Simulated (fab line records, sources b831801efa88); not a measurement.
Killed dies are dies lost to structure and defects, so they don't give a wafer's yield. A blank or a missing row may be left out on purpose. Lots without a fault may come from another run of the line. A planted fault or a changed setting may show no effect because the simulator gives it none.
A struck lot beside a sound one | flow gf180mcu | 17 steps out of a route of 602
Sound: wafers L739.1, L739.3, L739.5. Struck: wafers L747.1, L747.6. (L747.4 of the same lot was not struck and is left out.) The cause comes at the end.
At each step with rows: each side's tool, then ch and its chambers, then its first start. Under that, the readings that differ: sound wafers | struck wafers | difference of the means | sigmas: that difference in standard deviations of wafers without a fault.
alike: readings whose means differ by less than 2 such deviations, and words and numbers that are the same on both sides. not compared: withheld readings, readings that some wafer has no value for, bounds like >300 that may hide the same value, and numbers for which the record gives no deviation and whose values overlap.
The two part at a step that has a row with sigmas, a row that says differs or no value, or rows on one side only. Numbers that don't overlap but have no deviation are shown without sigmas and don't part them. A reading that every wafer of one side lacks parts them only if that side has two wafers or more.

first, 2 steps without rows for these wafers: GF_CONTACT_PEB_12 (peb time 90 s); GF_CONTACT_DEVELOP_13 (develop time 60 s).
GF_CONTACT_CD_MEAS_14: target cd 220 nm.
  sound on cd_sem-02, day 18 04:52; struck on cd_sem-01, day 21 10:35
  alike: cd_nm
GF_CONTACT_OVL_MEAS_15:
  sound on overlay-01, day 18 04:59; struck on overlay-02, day 21 10:42
  alike: CONTACT_OVL
GF_CONTACT_ETCH_16: etches BARC in N2/H2.
  sound on rie_diel-01 ch 1,2,3, day 18 05:01; struck on rie_diel-01 ch 0,3, day 21 10:44
  alike: drypump_motor_current_A, oes_product_au, throttle_valve_pct
GF_CONTACT_ETCH_17: etches SiO2 in C4F8/O2/Ar, stops on CoSi2, target depth 860 nm.
  sound on rie_diel-01 ch 1,2,3; struck on rie_diel-01 ch 0,3
  alike: oes_product_au
GF_CONTACT_STRIP_18: strips in O2/N2.
  sound on plasma_asher-03 ch 0,1, day 18 05:11; struck on plasma_asher-04 ch 1, day 21 10:53
  alike: drypump_motor_current_A, heater_power_w, oes_product_au
  not compared: rf_hours_counter_h
then, 3 steps without rows for these wafers: GF_CONTACT_CLEAN_19 (cleans in SPM); GF_CONTACT_CLEAN_20 (cleans in DIW); GF_CONTACT_CLEAN_21 (cleans in dHF, time 20 s).
GF_CONTACT_SPUTTER_22: material Ti, target thk 15 nm, time 80.02 s.
  sound on pvd_sputter-02, day 18 05:30; struck on pvd_sputter-02, day 21 11:13
  alike: throttle_valve_pct
then, 1 step without rows for these wafers: GF_CONTACT_SPUTTER_23 (material TiN, target thk 10 nm, time 40 s).
GF_CONTACT_CVD_24: deposits W, target thk 300 nm, time 90.339 s.
  sound on cvd_w-01 ch 0,1, day 18 05:36; struck on cvd_w-02 ch 0, day 21 11:19
  reading                               | sound                | struck        | difference | sigmas
  susceptor_temp_C (C)                  | 400.23 400.13 400.04 | 394.48 394.71 | -5.54      | -25
  model.W_of_CONTACT_CVD_24.thk_nm (nm) | 296.9 298.8 297.4    | 264.2 264.5   | -33.3      |
  alike: heater_power_w
  not compared: since_wet_clean_h
GF_CONTACT_RS_MEAS_25: measures by four-point-probe.
  sound on film_metro-04, day 18 05:42; struck on film_metro-04, day 21 11:43
  reading               | sound             | struck      | difference | sigmas
  CONTACT_W_RS (ohm/sq) | 0.387 0.384 0.386 | 0.435 0.434 | +0.049     | +14
  not compared: hold
GF_CONTACT_THK_MEAS_26: measures by xrf.
  sound on film_metro-04, day 18 05:49; struck on film_metro-04, day 21 14:34
  reading            | sound       | struck  | difference | sigmas
  CONTACT_W_THK (nm) | 293 294 293 | 262 263 | -31        | -8
  not compared: hold
GF_CONTACT_CMP_27: polishes, stops on SiO2, t overpolish 15 s, target thk 0 nm.
  sound on cmp-02 ch 0,1,2, day 18 05:56; struck on cmp-02 ch 0,3, day 21 22:25
  reading | sound | struck                                            | difference                   | sigmas
  hold    | - - - | await_dispo/2.6h/release await_dispo/2.6h/release | no value on the sound wafers |
  alike: edge_zone_pressure_frac, motor_current_A, time_to_endpoint_s
then, 1 step without rows for these wafers: GF_PASSIVATION_PROBE_99.

WHERE THEY PART
First at GF_CONTACT_CVD_24; last, within this record, at GF_CONTACT_CMP_27.

WHY: what the simulator had put in
Process parameter drift: cvd_w-02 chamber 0, from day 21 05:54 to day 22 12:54, at GF_CONTACT_CVD_24. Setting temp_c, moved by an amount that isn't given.
